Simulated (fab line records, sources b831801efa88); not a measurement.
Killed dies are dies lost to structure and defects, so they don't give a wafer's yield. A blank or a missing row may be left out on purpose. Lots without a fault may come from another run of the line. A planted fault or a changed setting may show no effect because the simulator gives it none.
fab line records | flow gf180mcu
record lots=5 wafers=15 last_day=34
route steps=602 shown HV_LDD@217 NSD@235 PSD@248
lots that met no fault: from a run of the same line without faults
start_h: hours from the record's first day to the start of the lot's first wafer shown | wait_h: hours since the lot's step before | " the same as in the row above | L1.1+2: a row that stands for several wafers | - no value, or no start given | * or withheld: withheld | < > ~ a bound
route shown NAME@n: a module of which the file shows steps, and the number in the route of the first | usual: mean/standard deviation of fault-free wafers | same: alike in all rows | chamber/n: place in a boat | sites: the reading at each site | _std_site: their standard deviation | _edge_site: outer sites' mean less inner sites' | radius_mm: how far each site lies from the wafer's centre | mask NAME#n: copy n | behind: the tool/chamber that last shaped the wafer | hold: why the lot was held/for how many hours/how that ended | device: the transistor (n, p or np) that didn't switch | end of line: the same wafers' tests at the end of the route | a step without rows: its recipe alone | killed: dies lost to structure and defects at the first sort, not the wafer's yield | map: a wafer's dies, x killed, . not, _ none there
set.NAME: the setting as run; set.NAME@STEP: as run at that earlier step | model.NAME: the simulator's own value behind a step, which no gauge read
lots at some steps of the route; a table a step, a row a wafer
services: from which hour (start_h, from the record's first day; less than 0 if before it) a tool's chamber was out of use, for how many hours, and why
## steps
# step GF_HV_LDD_COAT_41
# recipe resist=NOVOLAK spin_rpm=3000 resist_thk_nm=1000
# columns lot.wafer tool chamber start_h wait_h
L074.2+3+6 litho_track-02 0 266.42 0.1
L081.2+4+6 litho_track-04 0 321.16 0.1
L086.2+4+5 litho_track-04 0 364.86 0.1
L087.2+3+4 litho_track-02 0 369.81 0.1
L094.1+5+6 litho_track-03 0 427.05 0.1
# step GF_HV_LDD_SOFTBAKE_42
# recipe temp_c=90 time_s=60 resist=NOVOLAK
# usual heater_power_total_W=56.59/0.045
# columns lot.wafer tool chamber start_h wait_h heater_power_total_W
L074.2 litho_track-02 0 266.57 0.1 56.64
L074.3 " 0 " " 56.60
L074.6 " 0 " " 56.55
L081.2 litho_track-04 0 321.31 0.1 56.55
L081.4 " 0 " " 56.68
L081.6 " 0 " " 56.63
L086.2 litho_track-04 0 365.01 0.1 56.58
L086.4 " 0 " " 56.51
L086.5 " 0 " " 56.70
L087.2 litho_track-02 0 369.96 0.1 56.58
L087.3 " 0 " " 56.55
L087.4 " 0 " " 56.59
L094.1 litho_track-03 0 427.20 0.1 56.52
L094.5 " 0 " " 56.49
L094.6 " 0 " " 56.53
# step GF_HV_LDD_EXPOSE_43
# recipe mask_id=Pplus_HV_AREA target_cd_nm=400 na=0.6 source_shape=conventional sigma_outer=0.6 dose_mj=140
# same na=0.6
# columns lot.wafer tool chamber start_h wait_h mask
L074.2+3+6 iline_stepper-01 0 - - Pplus_HV_AREA#0
L081.2+4+6 iline_stepper-02 0 - - Pplus_HV_AREA#0
L086.2+4+5 iline_stepper-01 0 - - Pplus_HV_AREA#0
L087.2+3+4 iline_stepper-02 0 - - Pplus_HV_AREA#0
L094.1+5+6 iline_stepper-02 0 - - Pplus_HV_AREA#0
# step GF_HV_LDD_PEB_44
# recipe temp_c=withheld time_s=* resist=NOVOLAK
# columns lot.wafer tool chamber start_h wait_h
L074.2+3+6 litho_track-03 0 - -
L081.2+4+6 litho_track-02 0 - -
L086.2+4+5 litho_track-02 0 - -
L087.2+3+4 litho_track-02 0 - -
L094.1+5+6 litho_track-04 0 - -
# step GF_HV_LDD_DEVELOP_45
# recipe develop_time_s=60 dev_temp_c=23
# columns lot.wafer tool chamber start_h wait_h
L074.2+3+6 litho_track-03 0 275.98 0.1
L081.2+4+6 litho_track-02 0 331.56 0.1
L086.2+4+5 litho_track-02 0 376.26 0.1
L087.2+3+4 litho_track-02 0 381.56 0.1
L094.1+5+6 litho_track-04 0 438.98 0.1
# step GF_HV_LDD_CD_MEAS_46
# recipe target_cd_nm=400
# usual cd_nm=399.8/2.5
# columns lot.wafer tool chamber start_h wait_h cd_nm
L074.2 cd_sem-02 - 276.12 0.1 399.5
L074.3 " - " " 398.0
L074.6 " - " " 397.4
L081.2 cd_sem-01 - 331.71 0.1 401.3
L081.4 " - " " 401.4
L081.6 " - " " 401.0
L086.2 cd_sem-02 - 376.41 0.1 399.4
L086.4 " - " " 398.9
L086.5 " - " " 401.0
L087.2 cd_sem-02 - 381.71 0.1 403.9
L087.3 " - " " 402.6
L087.4 " - " " 402.2
L094.1 cd_sem-01 - 439.13 0.1 399.2
L094.5 " - " " 400.4
L094.6 " - " " 400.7
# step GF_HV_LDD_OVL_MEAS_47
# usual HV_LDD_03_OVL=0.7/1.5
# columns lot.wafer tool chamber start_h wait_h HV_LDD_03_OVL[nm]
L074.2 overlay-01 - 276.23 0.1 0.4
L074.3 " - " " -0.9
L074.6 " - " " 0.6
L081.2 overlay-01 - 331.82 0.1 2.9
L081.4 " - " " 1.7
L081.6 " - " " 2.7
L086.2 overlay-01 - 376.51 0.1 1.4
L086.4 " - " " 1.2
L086.5 " - " " 1.4
L087.2 overlay-02 - 381.81 0.1 0.2
L087.3 " - " " 0.3
L087.4 " - " " 1.5
L094.1 overlay-01 - 439.25 0.1 3.3
L094.5 " - " " 1.2
L094.6 " - " " 1.7
# step GF_HV_LDD_IMPLANT_48
# recipe species=B energy_kev=25 dose_cm2=3e+13 tilt_deg=7
# columns lot.wafer tool chamber start_h wait_h
L074.2+3+6 implanter-02 0 276.29 0.0
L081.2+4+6 implanter-02 0 331.87 0.0
L086.2+4+5 implanter-01 0 376.57 0.0
L087.2+3+4 implanter-03 0 381.87 0.0
L094.1+5+6 implanter-02 0 439.29 0.0
# step GF_HV_LDD_STRIP_49
# recipe chemistry=O2/N2 power_w=1400 pressure_mtorr=1500 platen_temp_c=250 o2_flow_sccm=3000 n2_flow_sccm=300 overash_fraction=0.5
# usual drypump_motor_current_A=5.8/0.47 heater_power_w=343/35 oes_product_au=0.716/0.0048 strip_time_to_endpoint_s=12.62/0.038
# columns lot.wafer tool chamber start_h wait_h drypump_motor_current_A heater_power_w oes_product_au rf_hours_counter_h strip_time_to_endpoint_s
L074.2 plasma_asher-04 0 276.41 0.1 5.8 316 0.715 45 12.56
L074.3 " 1 " " 6.6 282 0.717 - 12.57
L074.6 " 0 " " 5.8 321 0.718 - 12.60
L081.2 plasma_asher-01 1 332.00 0.1 5.7 328 0.724 67 12.62
L081.4 " 0 " " 5.1 394 0.709 - 12.62
L081.6 " 0 " " 5.1 404 0.710 - 12.59
L086.2 plasma_asher-04 1 376.69 0.1 6.6 294 0.716 56 12.69
L086.4 " 0 " " 5.8 323 0.716 - 12.67
L086.5 " 1 " " 6.6 290 0.722 - 12.68
L087.2 plasma_asher-04 1 381.99 0.1 6.6 292 0.711 56 12.59
L087.3 " 0 " " 5.9 322 0.708 - 12.57
L087.4 " 1 " " 6.6 296 0.720 - 12.62
L094.1 plasma_asher-03 1 439.44 0.1 5.6 346 0.717 81 12.56
L094.5 " 1 " " 5.6 337 0.713 - 12.54
L094.6 " 0 " " 6.1 376 0.711 - 12.56
# step GF_HV_LDD_TW_MEAS_50
# usual HV_LDD_4_TW=572/3.9
# columns lot.wafer tool chamber start_h wait_h HV_LDD_4_TW
L074.2 film_metro-02 - 276.52 0.1 572
L074.3 " - " " 568
L074.6 " - " " 566
L081.2 film_metro-04 - 332.11 0.1 574
L081.4 " - " " 576
L081.6 " - " " 572
L086.2 film_metro-03 - 376.80 0.1 568
L086.4 " - " " 568
L086.5 " - " " 564
L087.2 film_metro-02 - 382.10 0.1 569
L087.3 " - " " 568
L087.4 " - " " 570
L094.1 film_metro-03 - 439.54 0.1 571
L094.5 " - " " 571
L094.6 " - " " 576
# step GF_HV_LDD_CLEAN_51
# recipe chemistry=SC1/SC2 mix=1:4:20 temp_c=70 time_s=150 dry=n2_spin
# usual bath_heat_duty_pct=14.0/1.7
# columns lot.wafer tool chamber start_h wait_h bath_heat_duty_pct
L074.2 wet_bench-01 0 276.57 0.0 13.1
L074.3 " 0 " " 13.3
L074.6 " 0 " " 14.0
L081.2 wet_bench-01 1 332.16 0.0 18.3
L081.4 " 1 " " 16.1
L081.6 " 1 " " 17.0
L086.2 wet_bench-02 2 376.85 0.0 13.0
L086.4 " 2 " " 12.6
L086.5 " 2 " " 13.2
L087.2 wet_bench-01 0 382.15 0.0 14.8
L087.3 " 0 " " 13.2
L087.4 " 0 " " 13.9
L094.1 wet_bench-03 2 439.60 0.1 14.1
L094.5 " 2 " " 15.1
L094.6 " 2 " " 14.6
# step GF_HV_LDD_RTA_52
# recipe temp_c=1000 time_s=10 ambient=N2
# usual lamp_power_pct=35.1/2.3 wafer_temp_C_max=1002.8/0.61
# columns lot.wafer tool chamber start_h wait_h lamp_power_pct wafer_temp_C_max
L074.2 rtp_anneal-01 0 276.63 0.0 32.9 1002.8
L074.3 " 0 " " 33.0 1003.2
L074.6 " 0 " " 32.9 1002.5
L081.2 rtp_anneal-01 0 332.22 0.0 33.0 1002.2
L081.4 " 0 " " 33.0 1002.3
L081.6 " 0 " " 33.0 1002.2
L086.2 rtp_anneal-02 0 376.92 0.0 37.6 1003.4
L086.4 " 0 " " 37.6 1002.9
L086.5 " 0 " " 37.6 1003.2
L087.2 rtp_anneal-01 0 382.22 0.0 32.9 1002.6
L087.3 " 0 " " 32.9 1002.0
L087.4 " 0 " " 33.0 1002.1
L094.1 rtp_anneal-01 0 439.65 0.0 33.0 1002.4
L094.5 " 0 " " 33.0 1002.6
L094.6 " 0 " " 33.0 1002.8
# step GF_HV_LDD_RS_MEAS_53
# recipe thk_meas_gauge=four-point-probe
# usual HV_LDD_RS=417.3/0.9
# columns lot.wafer tool chamber start_h wait_h HV_LDD_RS[ohm/sq]
L074.2 film_metro-02 - 276.71 0.1 418.0
L074.3 " - " " 418.3
L074.6 " - " " 417.9
L081.2 film_metro-03 - 332.29 0.1 416.8
L081.4 " - " " 418.7
L081.6 " - " " 417.4
L086.2 film_metro-02 - 377.00 0.1 418.4
L086.4 " - " " 417.5
L086.5 " - " " 418.9
L087.2 film_metro-04 - 382.30 0.1 418.4
L087.3 " - " " 417.3
L087.4 " - " " 417.7
L094.1 film_metro-04 - 439.72 0.1 418.5
L094.5 " - " " 417.1
L094.6 " - " " 417.1
# step GF_HV_LDD_CVD_54
# recipe material=SiO2 target_thk_nm=9.853 precursor=TEOS temp_c=680 time_s=75 pressure_mtorr=400
# columns lot.wafer tool chamber start_h wait_h
L074.2+3+6 lpcvd-01 1 276.81 0.1
L081.2+4+6 lpcvd-02 0 332.39 0.1
L086.2+4+5 lpcvd-01 1 377.10 0.1
L087.2+3+4 lpcvd-01 0 382.40 0.1
L094.1+5+6 lpcvd-02 1 439.84 0.1
# step GF_HV_LDD_THK_MEAS_55
# recipe reads=SiO2_of_HV_LDD_CVD_54
# usual HV_LDD_CVD_54_THK=9.86/0.16
# columns lot.wafer tool chamber start_h wait_h HV_LDD_CVD_54_THK[nm]
L074.2 film_metro-03 - 277.84 0.0 10.12
L074.3 " - " " 10.13
L074.6 " - " " 10.11
L081.2 film_metro-02 - 333.42 0.0 9.87
L081.4 " - " " 9.95
L081.6 " - " " 9.97
L086.2 film_metro-03 - 378.13 0.0 9.99
L086.4 " - " " 9.83
L086.5 " - " " 9.83
L087.2 film_metro-02 - 383.43 0.0 9.98
L087.3 " - " " 9.84
L087.4 " - " " 9.78
L094.1 film_metro-02 - 440.87 0.0 9.84
L094.5 " - " " 9.90
L094.6 " - " " 9.75
# step GF_HV_LDD_CVD_56
# recipe material=Si3N4 precursor=DCS/NH3 target_thk_nm=90 temp_c=770 time_s=1543 pressure_mtorr=250
# columns lot.wafer tool chamber start_h wait_h
L074.2+3+6 lpcvd-01 1 277.89 0.0
L081.2+4+6 lpcvd-02 1 333.47 0.0
L086.2+4+5 lpcvd-01 1 378.18 0.0
L087.2+3+4 lpcvd-01 1 383.48 0.0
L094.1+5+6 lpcvd-01 1 440.93 0.1
# step GF_HV_LDD_THK_MEAS_57
# recipe reads=Si3N4_of_HV_LDD_CVD_56
# usual HV_LDD_CVD_56_THK=90.1/0.98
# columns lot.wafer tool chamber start_h wait_h HV_LDD_CVD_56_THK[nm]
L074.2 film_metro-02 - 279.33 0.0 89.4
L074.3 " - " " 89.3
L074.6 " - " " 89.8
L081.2 film_metro-03 - 334.91 0.0 90.4
L081.4 " - " " 90.7
L081.6 " - " " 90.7
L086.2 film_metro-02 - 379.62 0.0 91.4
L086.4 " - " " 91.2
L086.5 " - " " 91.2
L087.2 film_metro-03 - 384.92 0.0 91.3
L087.3 " - " " 91.0
L087.4 " - " " 90.7
L094.1 film_metro-04 - 442.36 0.0 89.8
L094.5 " - " " 90.5
L094.6 " - " " 90.2
# step GF_HV_LDD_ETCHBACK_58
# recipe chemistry=CH3F/O2 target=Si3N4 stop_on=SiO2 source_w=400 bias_w=80 pressure_mtorr=25 ch3f_flow_sccm=40 O2_flow_sccm=30 time_s=100 target_depth_a=900
# usual drypump_motor_current_A=5.8/0.38 oes_product_au=0.843/0.0073 throttle_valve_pct=10.560/0.0089
# columns lot.wafer tool chamber start_h wait_h drypump_motor_current_A oes_product_au rf_hours_counter_h throttle_valve_pct
L074.2 rie_diel-01 3 279.38 0.0 6.2 0.840 51 10.555
L074.3 " 0 " " 6.3 0.833 91 10.565
L074.6 " 1 " " 5.3 0.840 - 10.558
L081.2 rie_diel-03 1 334.96 0.0 5.7 0.834 104 10.559
L081.4 " 2 " " 5.4 0.854 11 10.562
L081.6 " 0 " " 5.9 0.849 - 10.555
L086.2 rie_diel-01 1 379.67 0.0 5.3 0.846 18 10.562
L086.4 " 3 " " 6.2 0.849 54 10.554
L086.5 " 3 " " 6.2 0.847 - 10.566
L087.2 rie_diel-03 0 384.97 0.0 5.9 0.848 17 10.573
L087.3 " 2 " " 5.5 0.851 12 10.559
L087.4 " 1 " " 5.8 0.847 106 10.555
L094.1 rie_diel-03 2 442.42 0.1 5.4 0.829 14 10.559
L094.5 " 2 " " 5.5 0.847 - 10.553
L094.6 " 3 " " 5.7 0.847 - 10.568
# step GF_NSD_DEHYDRATE_00
# recipe temp_c=200 time_s=60
# usual heater_power_total_W=160.38/0.13
# columns lot.wafer tool chamber start_h wait_h heater_power_total_W
L074.2 litho_track-03 0 288.58 9.2 160.17
L074.3 " 0 " " 160.30
L074.6 " 0 " " 160.19
L081.2 litho_track-02 0 345.36 10.4 160.55
L081.4 " 0 " " 160.47
L081.6 " 0 " " 160.38
L086.2 litho_track-03 0 390.08 10.4 160.39
L086.4 " 0 " " 160.25
L086.5 " 0 " " 160.60
L087.2 litho_track-03 0 395.78 10.8 160.30
L087.3 " 0 " " 160.42
L087.4 " 0 " " 160.44
L094.1 litho_track-02 0 454.59 12.1 160.34
L094.5 " 0 " " 160.19
L094.6 " 0 " " 160.57
# step GF_NSD_HMDS_01
# recipe prime_time_s=60 prime_temp_c=120
# columns lot.wafer tool chamber start_h wait_h
L074.2+3+6 litho_track-03 0 288.73 0.1
L081.2+4+6 litho_track-02 0 345.51 0.1
L086.2+4+5 litho_track-03 0 390.23 0.1
L087.2+3+4 litho_track-03 0 395.93 0.1
L094.1+5+6 litho_track-02 0 454.74 0.1
# step GF_NSD_COAT_02
# recipe resist=NOVOLAK spin_rpm=3000 resist_thk_nm=1000
# columns lot.wafer tool chamber start_h wait_h
L074.2+3+6 litho_track-03 0 288.88 0.1
L081.2+4+6 litho_track-02 0 345.66 0.1
L086.2+4+5 litho_track-03 0 390.38 0.1
L087.2+3+4 litho_track-03 0 396.08 0.1
L094.1+5+6 litho_track-02 0 454.89 0.1
# step GF_NSD_SOFTBAKE_03
# recipe temp_c=90 time_s=60 resist=NOVOLAK
# usual heater_power_total_W=56.59/0.044
# columns lot.wafer tool chamber start_h wait_h heater_power_total_W
L074.2 litho_track-03 0 289.03 0.1 56.60
L074.3 " 0 " " 56.64
L074.6 " 0 " " 56.58
L081.2 litho_track-02 0 345.81 0.1 56.58
L081.4 " 0 " " 56.60
L081.6 " 0 " " 56.51
L086.2 litho_track-03 0 390.53 0.1 56.49
L086.4 " 0 " " 56.58
L086.5 " 0 " " 56.53
L087.2 litho_track-03 0 396.23 0.1 56.60
L087.3 " 0 " " 56.57
L087.4 " 0 " " 56.55
L094.1 litho_track-02 0 455.04 0.1 56.61
L094.5 " 0 " " 56.68
L094.6 " 0 " " 56.59
# step GF_NSD_EXPOSE_04
# recipe mask_id=Nplus target_cd_nm=400 na=0.6 source_shape=conventional sigma_outer=0.6 dose_mj=140
# same na=0.6
# columns lot.wafer tool chamber start_h wait_h mask
L074.2+3+6 iline_stepper-02 0 - - Nplus#0
L081.2+4+6 iline_stepper-01 0 - - Nplus#0
L086.2+4+5 iline_stepper-02 0 - - Nplus#0
L087.2+3+4 iline_stepper-02 0 - - Nplus#0
L094.1+5+6 iline_stepper-01 0 - - Nplus#0
# step GF_NSD_PEB_05
# recipe temp_c=withheld time_s=* resist=NOVOLAK
# columns lot.wafer tool chamber start_h wait_h
L074.2+3+6 litho_track-03 0 - -
L081.2+4+6 litho_track-02 0 - -
L086.2+4+5 litho_track-01 0 - -
L087.2+3+4 litho_track-01 0 - -
L094.1+5+6 litho_track-02 0 - -
# step GF_NSD_DEVELOP_06
# recipe develop_time_s=60 dev_temp_c=23
# columns lot.wafer tool chamber start_h wait_h
L074.2+3+6 litho_track-03 0 299.13 0.1
L081.2+4+6 litho_track-02 0 356.36 0.1
L086.2+4+5 litho_track-01 0 402.21 0.1
L087.2+3+4 litho_track-01 0 407.81 0.1
L094.1+5+6 litho_track-02 0 467.04 0.1
# step GF_NSD_CD_MEAS_07
# recipe target_cd_nm=400
# usual cd_nm=400.3/2.8
# columns lot.wafer tool chamber start_h wait_h cd_nm
L074.2 cd_sem-01 - 299.27 0.1 402.3
L074.3 " - " " 400.0
L074.6 " - " " 403.5
L081.2 cd_sem-02 - 356.52 0.1 404.2
L081.4 " - " " 401.6
L081.6 " - " " 405.0
L086.2 cd_sem-01 - 402.36 0.1 399.1
L086.4 " - " " 399.1
L086.5 " - " " 399.2
L087.2 cd_sem-02 - 407.96 0.1 397.5
L087.3 " - " " 398.8
L087.4 " - " " 398.4
L094.1 cd_sem-02 - 467.19 0.1 403.5
L094.5 " - " " 403.5
L094.6 " - " " 404.7
# step GF_NSD_OVL_MEAS_08
# usual NSD_OVL=1.2/1.2
# columns lot.wafer tool chamber start_h wait_h NSD_OVL[nm]
L074.2 overlay-01 - 299.38 0.1 1.6
L074.3 " - " " 1.3
L074.6 " - " " 2.7
L081.2 overlay-01 - 356.63 0.1 2.4
L081.4 " - " " 2.1
L081.6 " - " " 1.4
L086.2 overlay-01 - 402.46 0.1 1.8
L086.4 " - " " 1.4
L086.5 " - " " 1.0
L087.2 overlay-01 - 408.06 0.1 0.8
L087.3 " - " " 2.3
L087.4 " - " " 1.7
L094.1 overlay-01 - 467.31 0.1 2.3
L094.5 " - " " 3.4
L094.6 " - " " 1.6
# step GF_NSD_IMPLANT_09
# recipe species=As energy_kev=60 dose_cm2=4e+15 tilt_deg=7
# columns lot.wafer tool chamber start_h wait_h
L074.2+3+6 implanter-04 0 299.43 0.0
L081.2+4+6 implanter-01 0 356.68 0.0
L086.2+4+5 implanter-02 0 402.52 0.0
L087.2+3+4 implanter-02 0 408.12 0.0
L094.1+5+6 implanter-04 0 467.34 0.0
# step GF_NSD_IMPLANT_10
# recipe species=P energy_kev=40 dose_cm2=5e+14 tilt_deg=7
# columns lot.wafer tool chamber start_h wait_h
L074.2+3+6 implanter-04 0 299.58 0.1
L081.2+4+6 implanter-01 0 356.83 0.1
L086.2+4+5 implanter-02 0 402.67 0.1
L087.2+3+4 implanter-02 0 408.27 0.1
L094.1+5+6 implanter-04 0 467.49 0.1
# step GF_NSD_STRIP_11
# recipe chemistry=O2/N2 power_w=1400 pressure_mtorr=1500 platen_temp_c=250 o2_flow_sccm=3000 n2_flow_sccm=300 overash_fraction=0.5
# usual drypump_motor_current_A=5.6/0.41 heater_power_w=351/27 oes_product_au=0.487/0.0047 strip_time_to_endpoint_s=22.96/0.041
# columns lot.wafer tool chamber start_h wait_h drypump_motor_current_A heater_power_w oes_product_au rf_hours_counter_h strip_time_to_endpoint_s
L074.2 plasma_asher-02 1 299.71 0.1 5.2 312 0.484 20 22.94
L074.3 " 1 " " 5.2 320 0.478 - 22.93
L074.6 " 1 " " 5.2 317 0.488 - 22.91
L081.2 plasma_asher-01 1 356.96 0.1 5.7 332 0.486 71 22.99
L081.4 " 1 " " 5.7 337 0.488 - 23.00
L081.6 " 1 " " 5.7 334 0.487 - 23.00
L086.2 plasma_asher-03 1 402.79 0.1 5.5 342 0.492 77 22.98
L086.4 " 0 " " 6.1 382 0.491 - 22.97
L086.5 " 1 " " 5.5 344 0.493 - 22.97
L087.2 plasma_asher-01 1 408.39 0.1 5.7 330 0.487 77 23.01
L087.3 " 1 " " 5.7 332 0.487 - 22.97
L087.4 " 0 " " 5.1 408 0.489 - 22.96
L094.1 plasma_asher-02 1 467.64 0.1 5.2 314 0.493 38 22.98
L094.5 " 1 " " 5.2 319 0.487 - 22.98
L094.6 " 0 " " 6.2 351 0.490 - 22.98
# step GF_NSD_TW_MEAS_12
# usual NSD_TW=4290/24
# columns lot.wafer tool chamber start_h wait_h NSD_TW
L074.2 film_metro-01 - 299.82 0.1 4325
L074.3 " - " " 4300
L074.6 " - " " 4303
L081.2 film_metro-01 - 357.07 0.1 4273
L081.4 " - " " 4288
L081.6 " - " " 4270
L086.2 film_metro-01 - 402.90 0.1 4259
L086.4 " - " " 4279
L086.5 " - " " 4284
L087.2 film_metro-01 - 408.50 0.1 4312
L087.3 " - " " 4324
L087.4 " - " " 4318
L094.1 film_metro-01 - 467.74 0.1 4307
L094.5 " - " " 4310
L094.6 " - " " 4321
# step GF_PSD_DEHYDRATE_00
# recipe temp_c=200 time_s=60
# usual heater_power_total_W=160.39/0.12
# columns lot.wafer tool chamber start_h wait_h heater_power_total_W
L074.2 litho_track-04 0 309.61 9.8 160.35
L074.3 " 0 " " 160.39
L074.6 " 0 " " 160.45
L081.2 litho_track-01 0 367.31 10.2 160.32
L081.4 " 0 " " 160.21
L081.6 " 0 " " 160.26
L086.2 litho_track-01 0 414.26 11.3 160.56
L086.4 " 0 " " 160.43
L086.5 " 0 " " 160.55
L087.2 litho_track-01 0 419.81 11.3 160.33
L087.3 " 0 " " 160.48
L087.4 " 0 " " 160.38
L094.1 litho_track-04 0 479.98 12.2 160.42
L094.5 " 0 " " 160.41
L094.6 " 0 " " 160.29
# step GF_PSD_HMDS_01
# recipe prime_time_s=60 prime_temp_c=120
# columns lot.wafer tool chamber start_h wait_h
L074.2+3+6 litho_track-04 0 309.76 0.1
L081.2+4+6 litho_track-01 0 367.46 0.1
L086.2+4+5 litho_track-01 0 414.41 0.1
L087.2+3+4 litho_track-01 0 419.96 0.1
L094.1+5+6 litho_track-04 0 480.13 0.1
# step GF_PSD_COAT_02
# recipe resist=NOVOLAK spin_rpm=3000 resist_thk_nm=1000
# columns lot.wafer tool chamber start_h wait_h
L074.2+3+6 litho_track-04 0 309.91 0.1
L081.2+4+6 litho_track-01 0 367.61 0.1
L086.2+4+5 litho_track-01 0 414.56 0.1
L087.2+3+4 litho_track-01 0 420.11 0.1
L094.1+5+6 litho_track-04 0 480.28 0.1
# step GF_PSD_SOFTBAKE_03
# recipe temp_c=90 time_s=60 resist=NOVOLAK
# usual heater_power_total_W=56.58/0.046
# columns lot.wafer tool chamber start_h wait_h heater_power_total_W
L074.2 litho_track-04 0 310.06 0.1 56.57
L074.3 " 0 " " 56.59
L074.6 " 0 " " 56.57
L081.2 litho_track-01 0 367.76 0.1 56.64
L081.4 " 0 " " 56.64
L081.6 " 0 " " 56.61
L086.2 litho_track-01 0 414.71 0.1 56.67
L086.4 " 0 " " 56.55
L086.5 " 0 " " 56.59
L087.2 litho_track-01 0 420.26 0.1 56.59
L087.3 " 0 " " 56.58
L087.4 " 0 " " 56.61
L094.1 litho_track-04 0 480.43 0.1 56.58
L094.5 " 0 " " 56.62
L094.6 " 0 " " 56.57
# step GF_PSD_EXPOSE_04
# recipe mask_id=Pplus target_cd_nm=400 na=0.6 source_shape=conventional sigma_outer=0.6 dose_mj=138.8
# same na=0.6
# columns lot.wafer tool chamber start_h wait_h mask
L074.2+3+6 iline_stepper-01 0 - - Pplus#0
L081.2+4+6 iline_stepper-02 0 - - Pplus#0
L086.2+4+5 iline_stepper-02 0 - - Pplus#0
L087.2+3+4 iline_stepper-01 0 - - Pplus#0
L094.1+5+6 iline_stepper-01 0 - - Pplus#0
# step GF_PSD_PEB_05
# recipe temp_c=withheld time_s=* resist=NOVOLAK
# columns lot.wafer tool chamber start_h wait_h
L074.2+3+6 litho_track-02 0 - -
L081.2+4+6 litho_track-02 0 - -
L086.2+4+5 litho_track-04 0 - -
L087.2+3+4 litho_track-01 0 - -
L094.1+5+6 litho_track-02 0 - -
# step GF_PSD_DEVELOP_06
# recipe develop_time_s=60 dev_temp_c=23
# columns lot.wafer tool chamber start_h wait_h
L074.2+3+6 litho_track-02 0 320.61 0.1
L081.2+4+6 litho_track-02 0 378.86 0.1
L086.2+4+5 litho_track-04 0 426.41 0.1
L087.2+3+4 litho_track-01 0 432.46 0.1
L094.1+5+6 litho_track-02 0 491.99 0.1
# step GF_PSD_CD_MEAS_07
# recipe target_cd_nm=400
# usual cd_nm=399.5/2.2
# columns lot.wafer tool chamber start_h wait_h cd_nm
L074.2 cd_sem-01 - 320.76 0.1 400.4
L074.3 " - " " 398.6
L074.6 " - " " 399.3
L081.2 cd_sem-01 - 379.01 0.1 401.3
L081.4 " - " " 401.0
L081.6 " - " " 400.7
L086.2 cd_sem-01 - 426.57 0.1 400.7
L086.4 " - " " 400.9
L086.5 " - " " 400.8
L087.2 cd_sem-01 - 432.61 0.1 397.5
L087.3 " - " " 397.6
L087.4 " - " " 400.0
L094.1 cd_sem-01 - 492.14 0.1 402.7
L094.5 " - " " 403.7
L094.6 " - " " 401.1
# step GF_PSD_OVL_MEAS_08
# usual PSD_OVL=1.6/1.6
# columns lot.wafer tool chamber start_h wait_h PSD_OVL[nm]
L074.2 overlay-01 - 320.87 0.1 3.3
L074.3 " - " " 2.4
L074.6 " - " " 3.7
L081.2 overlay-01 - 379.11 0.1 5.3
L081.4 " - " " 3.7
L081.6 " - " " 2.4
L086.2 overlay-02 - 426.68 0.1 0.3
L086.4 " - " " -1.1
L086.5 " - " " -0.8
L087.2 overlay-02 - 432.71 0.1 1.8
L087.3 " - " " 1.0
L087.4 " - " " 2.7
L094.1 overlay-02 - 492.26 0.1 2.4
L094.5 " - " " 1.8
L094.6 " - " " 2.3
# step GF_PSD_IMPLANT_09
# recipe species=BF2 energy_kev=40 dose_cm2=1.5e+15 tilt_deg=7
# columns lot.wafer tool chamber start_h wait_h
L074.2+3+6 implanter-01 0 320.92 0.0
L081.2+4+6 implanter-04 0 379.17 0.0
L086.2+4+5 implanter-04 0 426.73 0.0
L087.2+3+4 implanter-01 0 432.77 0.0
L094.1+5+6 implanter-01 0 492.29 0.0
# step GF_PSD_STRIP_10
# recipe chemistry=O2/N2 power_w=1400 pressure_mtorr=1500 platen_temp_c=250 o2_flow_sccm=3000 n2_flow_sccm=300 overash_fraction=0.5
# usual drypump_motor_current_A=5.7/0.5 heater_power_w=340/35 oes_product_au=0.592/0.0046 strip_time_to_endpoint_s=16.51/0.032
# columns lot.wafer tool chamber start_h wait_h drypump_motor_current_A heater_power_w oes_product_au rf_hours_counter_h strip_time_to_endpoint_s
L074.2 plasma_asher-02 1 321.05 0.1 5.2 318 0.588 22 16.47
L074.3 " 0 " " 6.2 337 0.590 - 16.42
L074.6 " 0 " " 6.2 342 0.587 - 16.43
L081.2 plasma_asher-02 1 379.29 0.1 5.2 323 0.590 29 16.51
L081.4 " 1 " " 5.2 321 0.592 - 16.54
L081.6 " 1 " " 5.2 318 0.595 - 16.55
L086.2 plasma_asher-02 0 426.86 0.1 6.2 341 0.600 34 16.55
L086.4 " 0 " " 6.2 347 0.594 - 16.48
L086.5 " 1 " " 5.2 310 0.592 - 16.53
L087.2 plasma_asher-04 0 432.89 0.1 5.9 323 0.591 61 16.51
L087.3 " 1 " " 6.6 287 0.594 - 16.50
L087.4 " 0 " " 5.9 322 0.591 - 16.47
L094.1 plasma_asher-04 0 492.44 0.1 5.8 328 0.587 67 16.56
L094.5 " 1 " " 6.6 288 0.584 - 16.56
L094.6 " 0 " " 5.8 320 0.592 - 16.53
# step GF_PSD_TW_MEAS_11
# usual PSD_TW=3208/16
# columns lot.wafer tool chamber start_h wait_h PSD_TW
L074.2 film_metro-02 - 321.16 0.1 3203
L074.3 " - " " 3224
L074.6 " - " " 3219
L081.2 film_metro-04 - 379.40 0.1 3210
L081.4 " - " " 3211
L081.6 " - " " 3220
L086.2 film_metro-04 - 426.97 0.1 3238
L086.4 " - " " 3194
L086.5 " - " " 3219
L087.2 film_metro-01 - 433.00 0.1 3213
L087.3 " - " " 3222
L087.4 " - " " 3205
L094.1 film_metro-01 - 492.54 0.1 3212
L094.5 " - " " 3197
L094.6 " - " " 3222
## services
# columns tool chamber start_h hours kind
plasma_asher-01 - 244.93 3.0 repair
rie_diel-03 - 247.57 1.2 repair
iline_stepper-02 - 251.45 3.6 repair
plasma_asher-01 - 264.39 1.0 repair
plasma_asher-04 - 279.06 2.9 repair
implanter-02 - 286.46 18.5 pm
wet_bench-01 - 305.97 1.9 pm
plasma_asher-02 - 307.55 3.5 repair
iline_stepper-02 - 309.29 1.7 pm
implanter-01 - 313.60 5.6 pm
iline_stepper-01 - 348.86 4.4 pm
implanter-04 - 352.35 2.3 repair
rie_diel-03 2 357.39 2.7 repair
implanter-01 - 365.89 1.1 repair
implanter-04 - 385.65 3.2 pm
rie_diel-03 0 397.93 14.8 repair
plasma_asher-02 - 401.51 0.4 repair
implanter-02 - 418.05 1.2 repair
plasma_asher-01 - 421.25 9.0 pm
iline_stepper-01 - 423.25 1.7 pm
wet_bench-01 - 438.19 11.9 repair
implanter-04 - 441.74 3.3 repair
iline_stepper-02 - 489.50 2.4 repair
implanter-01 - 490.23 2.0 repair
## key
fault none
